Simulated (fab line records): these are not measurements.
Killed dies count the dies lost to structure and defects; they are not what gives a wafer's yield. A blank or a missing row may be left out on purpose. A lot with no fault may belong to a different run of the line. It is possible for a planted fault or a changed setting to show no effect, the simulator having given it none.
fab line records ; flow sky130
record lots=6; wafers=16; lastDay=50
route steps=708 shown POLY_GATE@228 LDD_N@237 PAD_OPEN@708
lots untouched by any fault: they come from a run of this same line in which no faults occurred
startH: hours from the record's first day to the start of the lot's first wafer shown ; waitH: time in hours since the lot's previous step ; " repeats the value in the row above ; L1.1+2: a single row standing in for several wafers ; - value missing, or start not given ; * or withheld: withheld ; < > ~ a bound
route shown NAME@n: NAME is a module with steps in the file, n the number in the route of the first one ; usual: mean/standard deviation taken from wafers without a fault ; same: alike in all rows ; chamber/n: place in a boat ; sites: each site's reading ; _std_site: their standard deviation ; _edge_site: inner sites' mean taken away from outer sites' mean ; radiusMm: how far each site lies from the wafer's centre ; mask NAME#n: copy n ; behind: the tool/chamber that last shaped the wafer ; hold: why the lot was held/for how many hours/how that ended ; device: names the non-switching transistor (n, p or np) ; end of line: tests of these same wafers at the route's end ; a step without rows: its recipe alone ; killed: the dies lost at the first sort to structure and to defects; this is not the yield of the wafer ; map: shows each die of a wafer: x if killed, . if not, _ if none is there
set.NAME: the setting that was run; set.NAME@STEP: the one run at that earlier step ; model.NAME: the simulator's own value behind a step, which no gauge read
lots at selected steps of the route; one table per step, one row per wafer
services: the hour from which a tool's chamber was out of use, counted from the record's first day as startH (under 0 if before that day), plus the number of hours and why
## steps
# step SKY_POLY_GATE_OVL_MEAS_14
# usual POLY_GATE_OVL=3/5.2
lot.wafer;tool;chamber;startH;waitH;POLY_GATE_OVL[nm]
L123.1;overlay-01;-;390.16;0.1;-7
L123.4;overlay-01;-;390.16;0.1;-6
L123.5;overlay-01;-;390.16;0.1;2
L130.3;overlay-02;-;444.79;0.1;-2
L130.4;overlay-02;-;444.79;0.1;8
L133.4;overlay-01;-;470.63;0.1;-3
L133.6;overlay-01;-;470.63;0.1;-2
L135.1;overlay-01;-;484.08;0.1;10
L135.3;overlay-01;-;484.08;0.1;6
L135.5;overlay-01;-;484.08;0.1;10
L141.1;overlay-01;-;533.41;0.1;1
L141.2;overlay-01;-;533.41;0.1;-7
L141.6;overlay-01;-;533.41;0.1;-4
L143.1;overlay-02;-;557.91;0.1;7
L143.4;overlay-02;-;557.91;0.1;3
L143.5;overlay-02;-;557.91;0.1;2
# step SKY_POLY_GATE_ETCH_15
# recipe chemistry=N2/H2; target=BARC; ionEnergyEv=200; sourceW=500; biasW=100; pressureMtorr=30; n2FlowSccm=100; h2FlowSccm=200; stopOn=SiO2; timeS=118.5; targetDepthA=1100
# usual drypumpMotorCurrentA=5.5/0.33; oesProductAu=0.716/0.0041; throttleValvePct=13.214/0.0077
lot.wafer;tool;chamber;startH;waitH;drypumpMotorCurrentA;oesProductAu;rfHoursCounterH;throttleValvePct
L123.1;rieDiel-04;2;390.20;0.0;5.8;0.720;85;13.208
L123.4;rieDiel-04;0;390.20;0.0;5.3;0.716;7;13.216
L123.5;rieDiel-04;0;390.20;0.0;5.3;0.721;-;13.220
L130.3;rieDiel-01;2;444.82;0.0;6.3;0.714;8;13.227
L130.4;rieDiel-01;1;444.82;0.0;5.6;0.718;-;13.211
L133.4;rieDiel-01;1;470.65;0.0;5.6;0.715;11;13.227
L133.6;rieDiel-01;0;470.65;0.0;5.8;0.723;-;13.208
L135.1;rieDiel-04;0;484.11;0.0;5.3;0.723;9;13.201
L135.3;rieDiel-04;2;484.11;0.0;5.8;0.713;87;13.205
L135.5;rieDiel-04;0;484.11;0.0;5.3;0.719;-;13.207
L141.1;rieDiel-04;3;533.45;0.0;5.4;0.720;6;13.212
L141.2;rieDiel-04;0;533.45;0.0;5.3;0.717;10;13.206
L141.6;rieDiel-04;3;533.45;0.0;5.4;0.721;-;13.208
L143.1;rieDiel-04;1;557.95;0.0;5.2;0.716;18;13.206
L143.4;rieDiel-04;0;557.95;0.0;5.3;0.729;11;13.210
L143.5;rieDiel-04;3;557.95;0.0;5.4;0.718;-;13.222
# step SKY_POLY_GATE_ETCH_16
# recipe stopOn=poly-Si; chemistry=CH3F/O2; target=Si3N4; sourceW=400; biasW=80; pressureMtorr=25; ch3fFlowSccm=40; O2_flow_sccm=30; timeS=147.5; targetDepthA=750
# usual drypumpMotorCurrentA=5.5/0.33; oesProductAu=0.640/0.0049; throttleValvePct=10.535/0.009
lot.wafer;tool;chamber;startH;waitH;drypumpMotorCurrentA;oesProductAu;rfHoursCounterH;throttleValvePct
L123.1;rieDiel-04;2;390.28;0.0;5.8;0.641;85;10.527
L123.4;rieDiel-04;0;390.28;0.0;5.3;0.633;7;10.540
L123.5;rieDiel-04;0;390.28;0.0;5.3;0.636;-;10.545
L130.3;rieDiel-01;2;444.90;0.0;6.2;0.642;8;10.524
L130.4;rieDiel-01;1;444.90;0.0;5.6;0.646;-;10.544
L133.4;rieDiel-01;1;470.73;0.0;5.6;0.639;11;10.551
L133.6;rieDiel-01;0;470.73;0.0;5.8;0.639;-;10.521
L135.1;rieDiel-04;0;484.19;0.0;5.3;0.642;9;10.541
L135.3;rieDiel-04;2;484.19;0.0;5.8;0.646;87;10.530
L135.5;rieDiel-04;0;484.19;0.0;5.3;0.635;-;10.533
L141.1;rieDiel-04;3;533.53;0.0;5.4;0.645;6;10.547
L141.2;rieDiel-04;0;533.53;0.0;5.3;0.639;10;10.527
L141.6;rieDiel-04;3;533.53;0.0;5.4;0.643;-;10.526
L143.1;rieDiel-04;1;558.03;0.0;5.2;0.632;18;10.546
L143.4;rieDiel-04;0;558.03;0.0;5.3;0.634;11;10.528
L143.5;rieDiel-04;3;558.03;0.0;5.4;0.637;-;10.541
# step SKY_POLY_GATE_ETCH_17
# recipe targetDepthNm=180; stopOn=SiO2; overEtchFrac=0.56667; chemistry=HBr/Cl2; target=poly-Si; icpW=400; biasW=100; pressureMtorr=10; HBr_flow_sccm=150; Cl2_flow_sccm=50; timeS=70.5
# usual drypumpMotorCurrentA=5.9/0.47; oesProductAu=0.991/0.0075; throttleValvePct=33.685/0.01
lot.wafer;tool;chamber;startH;waitH;drypumpMotorCurrentA;oesProductAu;rfHoursCounterH;throttleValvePct
L123.1;rieSi-02;0;390.38;0.0;5.1;0.995;5;33.686
L123.4;rieSi-02;1;390.38;0.0;6.0;0.981;1;33.683
L123.5;rieSi-02;2;390.38;0.0;6.5;0.986;-;33.704
L130.3;rieSi-01;1;445.00;0.0;6.3;0.982;20;33.686
L130.4;rieSi-01;3;445.00;0.0;6.1;0.997;1;33.685
L133.4;rieSi-01;3;470.83;0.0;6.1;1.000;2;33.663
L133.6;rieSi-01;1;470.83;0.0;6.3;0.985;-;33.689
L135.1;rieSi-01;1;484.29;0.0;6.3;0.998;20;33.674
L135.3;rieSi-01;2;484.29;0.0;5.4;0.986;2;33.693
L135.5;rieSi-01;3;484.29;0.0;6.1;1.002;-;33.680
L141.1;rieSi-01;2;533.63;0.0;5.4;0.986;2;33.707
L141.2;rieSi-01;3;533.63;0.0;6.1;0.987;2;33.688
L141.6;rieSi-01;2;533.63;0.0;5.4;0.978;-;33.682
L143.1;rieSi-01;1;558.13;0.0;6.3;0.978;20;33.679
L143.4;rieSi-01;3;558.13;0.0;6.1;1.007;2;33.677
L143.5;rieSi-01;2;558.13;0.0;5.4;0.998;-;33.702
# step SKY_POLY_GATE_STRIP_18
# recipe chemistry=O2/N2; powerW=1400; pressureMtorr=1500; platenTempC=withheld; o2FlowSccm=3000; n2FlowSccm=300; overashFraction=0.5
# usual drypumpMotorCurrentA=6.0/0.44; oesProductAu=0.361/0.0051; stripTimeToEndpointS=3.16/0.047
lot.wafer;tool;chamber;startH;waitH;drypumpMotorCurrentA;oesProductAu;rfHoursCounterH;stripTimeToEndpointS
L123.1;plasmaAsher-03;0;390.44;0.0;6.3;0.368;56;3.25
L123.4;plasmaAsher-03;1;390.44;0.0;6.5;0.366;-;3.25
L123.5;plasmaAsher-03;0;390.44;0.0;6.3;0.360;-;3.24
L130.3;plasmaAsher-02;0;445.09;0.1;5.7;0.361;-;3.15
L130.4;plasmaAsher-02;1;445.09;0.1;6.1;0.354;-;3.10
L133.4;plasmaAsher-01;1;470.92;0.1;5.6;0.355;-;3.12
L133.6;plasmaAsher-01;0;470.92;0.1;5.2;0.353;-;3.12
L135.1;plasmaAsher-02;0;484.35;0.0;5.7;0.364;5;3.19
L135.3;plasmaAsher-02;0;484.35;0.0;5.7;0.367;-;3.22
L135.5;plasmaAsher-02;0;484.35;0.0;5.7;0.370;-;3.17
L141.1;plasmaAsher-01;1;533.68;0.0;5.7;0.351;41;3.19
L141.2;plasmaAsher-01;0;533.68;0.0;5.2;0.370;41;3.21
L141.6;plasmaAsher-01;0;533.68;0.0;5.2;0.360;-;3.18
L143.1;plasmaAsher-03;0;558.18;0.0;6.3;0.356;73;3.16
L143.4;plasmaAsher-03;1;558.18;0.0;6.5;0.366;-;3.22
L143.5;plasmaAsher-03;1;558.18;0.0;6.5;0.355;-;3.17
# step SKY_POLY_GATE_CLEAN_19
# recipe chemistry=SC1/SC2; mix=1:4:20; tempC=70; timeS=150; dry=n2Spin
# step SKY_POLY_GATE_OXIDATION_20
# recipe tempC=850; ambient=O2; stabiliseS=600; purgeS=300; targetThkA=40; oxTimeS=899
# step SKY_POLY_GATE_THK_MEAS_21
# recipe reads=SiO2_of_POLY_GATE_OXIDATION_20
# usual POLY_GATE_OXIDATION_THK=3.99/0.074
lot.wafer;tool;chamber;startH;waitH;POLY_GATE_OXIDATION_THK[nm]
L123.1;filmMetro-04;-;392.95;0.0;3.99
L123.4;filmMetro-04;-;392.95;0.0;3.92
L123.5;filmMetro-04;-;392.95;0.0;3.93
L130.3;filmMetro-02;-;446.72;0.0;3.88
L130.4;filmMetro-02;-;446.72;0.0;4.01
L133.4;filmMetro-02;-;472.31;0.0;4.13
L133.6;filmMetro-02;-;472.31;0.0;4.12
L135.1;filmMetro-04;-;485.75;0.0;3.99
L135.3;filmMetro-04;-;485.75;0.0;4.01
L135.5;filmMetro-04;-;485.75;0.0;3.97
L141.1;filmMetro-01;-;535.08;0.0;3.98
L141.2;filmMetro-01;-;535.08;0.0;3.99
L141.6;filmMetro-01;-;535.08;0.0;4.09
L143.1;filmMetro-01;-;559.63;0.0;3.95
L143.4;filmMetro-01;-;559.63;0.0;4.02
L143.5;filmMetro-01;-;559.63;0.0;4.00
# step SKY_POLY_GATE_CD_MEAS_22
# usual cdNm=148/3.5
lot.wafer;tool;chamber;startH;waitH;cdNm
L123.1;cdSem-02;-;393.01;0.1;149
L123.4;cdSem-02;-;393.01;0.1;148
L123.5;cdSem-02;-;393.01;0.1;151
L130.3;cdSem-02;-;446.82;0.1;150
L130.4;cdSem-02;-;446.82;0.1;142
L133.4;cdSem-02;-;472.43;0.1;145
L133.6;cdSem-02;-;472.43;0.1;148
L135.1;cdSem-01;-;485.81;0.1;145
L135.3;cdSem-01;-;485.81;0.1;153
L135.5;cdSem-01;-;485.81;0.1;145
L141.1;cdSem-01;-;535.14;0.1;142
L141.2;cdSem-01;-;535.14;0.1;147
L141.6;cdSem-01;-;535.14;0.1;143
L143.1;cdSem-02;-;559.69;0.1;146
L143.4;cdSem-02;-;559.69;0.1;148
L143.5;cdSem-02;-;559.69;0.1;143
# step SKY_LDD_N_DEHYDRATE_00
# recipe tempC=200; timeS=60
# step SKY_LDD_N_HMDS_01
# recipe primeTimeS=60; primeTempC=120
# step SKY_LDD_N_COAT_02
# recipe resist=NOVOLAK; spinRpm=3000; resistThkNm=300
# step SKY_LDD_N_SOFTBAKE_03
# recipe tempC=90; timeS=60; resist=NOVOLAK
# usual runLengthS=88.94/0.15
lot.wafer;tool;chamber;startH;waitH;runLengthS
L123.1;lithoTrack-04;0;407.82;0.1;88.88
L123.4;lithoTrack-04;0;407.82;0.1;88.80
L123.5;lithoTrack-04;0;407.82;0.1;88.85
L130.3;lithoTrack-04;0;461.92;0.1;88.81
L130.4;lithoTrack-04;0;461.92;0.1;91.15
L133.4;lithoTrack-04;0;487.65;0.1;91.18
L133.6;lithoTrack-04;0;487.65;0.1;89.03
L135.1;lithoTrack-03;0;501.06;0.1;88.81
L135.3;lithoTrack-03;0;501.06;0.1;88.98
L135.5;lithoTrack-03;0;501.06;0.1;88.78
L141.1;lithoTrack-01;0;550.69;0.1;89.47
L141.2;lithoTrack-01;0;550.69;0.1;89.28
L141.6;lithoTrack-01;0;550.69;0.1;88.98
L143.1;lithoTrack-03;0;575.16;0.1;88.91
L143.4;lithoTrack-03;0;575.16;0.1;88.84
L143.5;lithoTrack-03;0;575.16;0.1;88.98
# step SKY_LDD_N_EXPOSE_04
# recipe maskId=NTM; targetCdNm=840; na=0.6; sourceShape=conventional; sigmaOuter=0.6; doseMj=110
# step SKY_PAD_OPEN_PROBE_99
# usual killed_at_M0_to_M3=43/6.7; killed_at_M4_up=3.2/2.1; killedAtContacts=25/5.9; killedAtFrontEnd=16/4.7; killedAtOther=0.3/0.54; killedDies=87/9.8; killedOnRim=17/3.7; killedOpen=47/6.7; killedShort=40/6.5
# same grossDies=492; killedAtBackSide=0
lot.wafer;tool;chamber;startH;waitH;killed_at_M0_to_M3;killed_at_M4_up;killedAtContacts;killedAtFrontEnd;killedAtOther;killedDies;killedOnRim;killedOpen;killedShort
L123.1;prober-01;-;1096.91;0.1;54;0;36;15;0;105;20;58;46
L123.4;prober-01;-;1097.06;0.2;46;4;28;23;0;101;19;47;54
L123.5;prober-01;-;1097.11;0.2;53;2;30;25;0;110;17;49;59
L130.3;prober-02;-;1130.38;0.2;42;6;40;19;0;107;20;59;48
L130.4;prober-02;-;1130.43;0.2;46;5;39;16;0;106;19;60;46
L133.4;prober-01;-;1148.55;0.2;47;5;19;16;1;88;22;56;31
L133.6;prober-01;-;1148.65;0.2;46;4;12;18;0;80;14;47;33
L135.1;prober-01;-;1153.70;0.1;48;0;17;19;2;86;16;50;34
L135.3;prober-01;-;1153.80;0.2;55;3;28;10;0;96;20;55;41
L135.5;prober-01;-;1153.90;0.2;35;2;26;8;1;72;22;34;36
L141.1;prober-01;-;1184.74;0.1;36;7;35;14;0;92;21;51;41
L141.2;prober-01;-;1184.79;0.1;44;0;26;16;0;86;20;51;35
L141.6;prober-01;-;1184.99;0.2;46;5;34;21;0;106;16;63;43
L143.1;prober-01;-;1197.75;0.1;52;2;23;14;2;93;18;52;40
L143.4;prober-01;-;1197.90;0.2;41;3;19;26;0;89;22;39;50
L143.5;prober-01;-;1197.95;0.2;43;1;15;16;1;76;9;41;35
# killed by level:class
L123.1 LI_CONTACT:geometricParticle:open=9 CONTACT:geometricParticle:open=9 VIA1:geometricParticle:open=9 VIA2:geometricParticle:open=9 VIA3:geometricParticle:open=9 CONTACT:geometricParticle:short=8 LI_CONTACT:geometricParticle:short=6 METAL1:geometricParticle:short=6
L123.4 VIA3:geometricParticle:open=9 METAL2:geometricParticle:short=9 LI_CONTACT:geometricParticle:open=8 LI_CONTACT:geometricParticle:short=7 VIA1:geometricParticle:open=7 CONTACT:geometricParticle:open=6 VIA1:geometricParticle:short=6 METAL3:geometricParticle:short=6
L123.5 METAL1:geometricParticle:short=12 VIA2:geometricParticle:open=9 LI_CONTACT:geometricParticle:open=9 METAL2:geometricParticle:short=9 CONTACT:geometricParticle:open=8 LI_CONTACT:geometricParticle:short=8 POLY_GATE:geometricParticle:open=7 POLY_GATE:geometricParticle:short=7
L130.3 CONTACT:geometricParticle:open=17 LI_CONTACT:geometricParticle:open=12 METAL1:geometricParticle:short=10 VIA1:geometricParticle:open=9 CONTACT:geometricParticle:short=6 FIELD_ISO:geometricParticle:short=5 FIELD_ISO:geometricParticle:open=4 POLY_GATE:geometricParticle:short=4
L130.4 LI_CONTACT:geometricParticle:open=15 CONTACT:geometricParticle:open=12 VIA1:geometricParticle:open=8 METAL1:geometricParticle:short=7 VIA3:geometricParticle:open=6 POLY_GATE:geometricParticle:short=5 CONTACT:geometricParticle:short=5 VIA1:geometricParticle:short=5
L133.4 VIA1:geometricParticle:open=18 VIA1:geometricParticle:short=8 CONTACT:geometricParticle:open=7 LI_CONTACT:geometricParticle:open=6 VIA2:geometricParticle:open=6 FIELD_ISO:geometricParticle:open=5 POLY_GATE:geometricParticle:open=4 VIA3:geometricParticle:open=3
L133.6 VIA1:geometricParticle:open=12 VIA2:geometricParticle:open=9 FIELD_ISO:geometricParticle:open=8 VIA1:geometricParticle:short=4 VIA2:geometricParticle:short=4 METAL4:geometricParticle:short=4 LI_CONTACT:geometricParticle:open=3 CONTACT:geometricParticle:open=3
L135.1 VIA1:geometricParticle:open=15 VIA2:geometricParticle:open=8 VIA3:geometricParticle:short=6 FIELD_ISO:geometricParticle:open=5 CONTACT:geometricParticle:open=5 VIA3:geometricParticle:open=5 CONTACT:geometricParticle:short=4 VIA2:geometricParticle:short=4
L135.3 CONTACT:geometricParticle:open=12 VIA1:geometricParticle:open=11 VIA2:geometricParticle:open=10 LI_CONTACT:geometricParticle:open=8 METAL1:geometricParticle:short=8 VIA3:geometricParticle:open=6 VIA1:geometricParticle:short=5 POLY_GATE:geometricParticle:short=4
L135.5 CONTACT:geometricParticle:open=8 LOCAL_INTERCONNECT:geometricParticle:short=7 VIA1:geometricParticle:open=7 VIA2:geometricParticle:short=6 LI_CONTACT:geometricParticle:open=5 VIA2:geometricParticle:open=4 METAL1:geometricParticle:short=4 VIA1:geometricParticle:short=4
L141.1 CONTACT:geometricParticle:open=10 LI_CONTACT:geometricParticle:open=9 LOCAL_INTERCONNECT:geometricParticle:short=9 VIA1:geometricParticle:open=8 VIA2:geometricParticle:open=7 METAL4:geometricParticle:short=7 FIELD_ISO:geometricParticle:short=5 VIA3:geometricParticle:open=5
L141.2 LI_CONTACT:geometricParticle:open=13 VIA3:geometricParticle:open=9 VIA1:geometricParticle:open=8 VIA2:geometricParticle:open=7 FIELD_ISO:geometricParticle:short=6 VIA1:geometricParticle:short=6 CONTACT:geometricParticle:open=6 FIELD_ISO:geometricParticle:open=5
L141.6 VIA2:geometricParticle:open=13 LI_CONTACT:geometricParticle:open=11 CONTACT:geometricParticle:open=11 POLY_GATE:geometricParticle:short=9 CONTACT:geometricParticle:short=9 VIA3:geometricParticle:open=6 METAL1:geometricParticle:open=5 VIA1:geometricParticle:open=5
L143.1 VIA1:geometricParticle:open=11 VIA3:geometricParticle:open=10 LI_CONTACT:geometricParticle:open=9 CONTACT:geometricParticle:open=9 METAL2:geometricParticle:short=9 FIELD_ISO:geometricParticle:short=6 VIA1:geometricParticle:short=6 METAL1:geometricParticle:short=5
L143.4 FIELD_ISO:geometricParticle:short=12 VIA3:geometricParticle:open=8 VIA1:geometricParticle:open=7 CONTACT:geometricParticle:open=6 POLY_GATE:geometricParticle:short=5 VIA1:geometricParticle:short=5 VIA3:geometricParticle:short=5 LI_CONTACT:geometricParticle:open=4
L143.5 VIA1:geometricParticle:open=11 METAL2:geometricParticle:short=8 LI_CONTACT:geometricParticle:open=6 CONTACT:geometricParticle:open=5 METAL1:geometricParticle:short=5 FIELD_ISO:geometricParticle:open=4 VIA2:geometricParticle:open=4 VIA3:geometricParticle:open=4
## services
tool;chamber;startH;hours;kind
plasmaAsher-03;-;368.85;0.5;repair
plasmaAsher-03;-;380.14;2.0;repair
rieDiel-01;3;403.77;10.8;repair
plasmaAsher-02;-;405.66;4.3;pm
rieDiel-04;2;410.95;5.6;repair
rieDiel-01;0;413.78;16.3;repair
plasmaAsher-02;-;421.25;9.0;pm
plasmaAsher-02;-;435.39;3.8;repair
rieDiel-01;3;444.09;7.1;repair
rieDiel-04;0;445.24;3.8;repair
plasmaAsher-02;-;446.21;2.8;pm
rieSi-02;1;460.48;3.1;repair
plasmaAsher-01;-;462.75;1.9;repair
plasmaAsher-01;-;467.02;1.6;repair
rieSi-02;2;488.97;7.5;repair
rieSi-02;0;501.93;12.9;repair
rieSi-02;1;508.79;10.2;repair
plasmaAsher-01;-;509.19;3.7;repair
rieDiel-04;2;527.31;-;clean
rieDiel-04;2;527.31;20.1;scheduledDown
rieDiel-04;2;527.31;20.1;ventCycle
rieSi-01;0;540.95;-;clean
plasmaAsher-01;-;545.84;2.5;repair
rieSi-02;-;567.77;0.3;repair
## key
firstSign step=SKY_LDD_N_SOFTBAKE_03; reading=runLengthS; direction=up; sigmas=15; usual=*; struck=*
effect none on later readings
metAt SKY_LDD_N_SOFTBAKE_03
struckWafers L130.4,L133.4
testerLeftOut L130,L133
onsetBetween 407.82 461.92
fault kind=processParameterDrift; tool=lithoTrack-04; chamber=-; onsetH=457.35; steps=SKY_LDD_N_SOFTBAKE_03; channel=timeS; offset=*; shape=step; endH=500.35; scope=struckWafersOnly; actsIn=*; stated=*
# testerLeftOut: of these lots the tester's yield and bins aren't shown, on N5 and GAA mostly nor the transistor test; their killed dies are dies lost to structure and defects alone, not to doping, threshold or leakage, so they don't give the yield
